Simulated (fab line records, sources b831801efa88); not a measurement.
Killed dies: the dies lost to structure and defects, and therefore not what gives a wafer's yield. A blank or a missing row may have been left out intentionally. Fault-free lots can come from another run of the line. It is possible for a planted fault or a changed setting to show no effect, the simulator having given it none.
Lot-split experiment    flow gf180mcu    route with 602 steps; 5 lots, 23 wafers read

== ABOUT THE SPLIT ==
At GF_VT_IMPLANT_IMPLANT_30, the setting energyKev was moved away from the recipe's 25 on 5 of the 23 wafers read, by -6.9% to +5.5%. For the rest of the wafers, this setting stayed at what the recipe calls for.

The reading is taken at the split's own step.

== THE READING ==
The simulator's own value implant.drpNm, read by no gauge, in nm at GF_VT_IMPLANT_IMPLANT_30. The file does not state a usual value for it.

wafer   tool, chamber at the split  energyKev as run  against the recipe  implant.drpNm, nm  against lot-mates on the recipe
L077.1  implanter-04, 0             25                recipe              35.62              -
L077.3  implanter-04, 0             25                recipe              35.62              -
L077.4  implanter-04, 0             25                recipe              35.62              -
L077.5  implanter-04, 0             25                recipe              35.62              -
L077.6  implanter-04, 0             25                recipe              35.62              -
L078.1  implanter-02, 0             25                recipe              35.62              -
L078.5  implanter-02, 0             25                recipe              35.62              -
L078.3  implanter-02, 0             23.27             -6.9%               32.76              -2.86
L078.4  implanter-02, 0             23.27             -6.9%               32.76              -2.86
L078.6  implanter-02, 0             23.27             -6.9%               32.76              -2.86
L080.2  implanter-02, 0             25                recipe              35.62              -
L080.3  implanter-02, 0             25                recipe              35.62              -
L080.4  implanter-02, 0             25                recipe              35.62              -
L082.1  implanter-03, 0             25                recipe              35.62              -
L082.2  implanter-03, 0             25                recipe              35.62              -
L082.3  implanter-03, 0             25                recipe              35.62              -
L082.4  implanter-03, 0             25                recipe              35.62              -
L082.6  implanter-03, 0             25                recipe              35.62              -
L083.1  implanter-04, 0             25                recipe              35.62              -
L083.2  implanter-04, 0             25                recipe              35.62              -
L083.3  implanter-04, 0             25                recipe              35.62              -
L083.4  implanter-04, 0             26.38             +5.5%               37.91              +2.29
L083.5  implanter-04, 0             26.38             +5.5%               37.91              +2.29

FIT RESULTS
A straight line over all 23 wafers: implant.drpNm changes by +0.414 nm for each +1% of energyKev; r = +1.00; the points scatter about the line by 0.002 nm.
The same after taking each lot's own level away (the mean of its wafers on the recipe; 23 wafers): +0.414 nm for each +1%; r = +1.00; scatter 0.002 nm.
According to that fit, moving energyKev by its largest amount changes the reading by 2.9 nm.
The lots' own levels span 35.620 to 35.620 nm.
Hence the lot-to-lot level has little effect on the slope; both slopes agree.
Check: -2.86 nm against its lot-mates is what the line predicts for one of the wafers moved furthest among these (-6.9%) when that wafer is left out of the fit. It came out at -2.86 nm against them.

== OTHER SPLITS APPLIED TO THESE WAFERS ==
Other splits were also applied to these wafers ahead of the reading. Each is held against what the fit with the lots' levels taken away leaves over:
other split on the same wafers     wafers away from the commonest value  r with implant.drpNm (lot level and that fit taken away)
GF_STI_OXIDATION_01 oxTimeS        15                                    -0.52
GF_STI_OXIDATION_21 tempC          10                                    +0.41
GF_NWELL_IMPLANT_08 energyKev      6                                     -0.17
GF_MVSD_IMPLANT_08 energyKev       10                                    +0.36
GF_MVPSD_IMPLANT_09 doseCm2        7                                     +0.01
GF_VT_IMPLANT_COAT_02 resistThkNm  7                                     -0.09

== THE WHOLE CHAIN: every reading that the file lists as answering this split, in the file's order ==
step                      what it does  reading                                                         change (the file's fit)                r (the file's)
GF_VT_IMPLANT_IMPLANT_30                implant.rpNm (the simulator's own value, which no gauge read)   +0.808 nm for each +1% of the setting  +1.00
GF_VT_IMPLANT_IMPLANT_30                implant.drpNm (the simulator's own value, which no gauge read)  +0.413 nm for each +1% of the setting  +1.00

== THE FILE'S OWN FIT ==
implant.drpNm changes by +0.413 nm for each +1% of energyKev, r = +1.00.
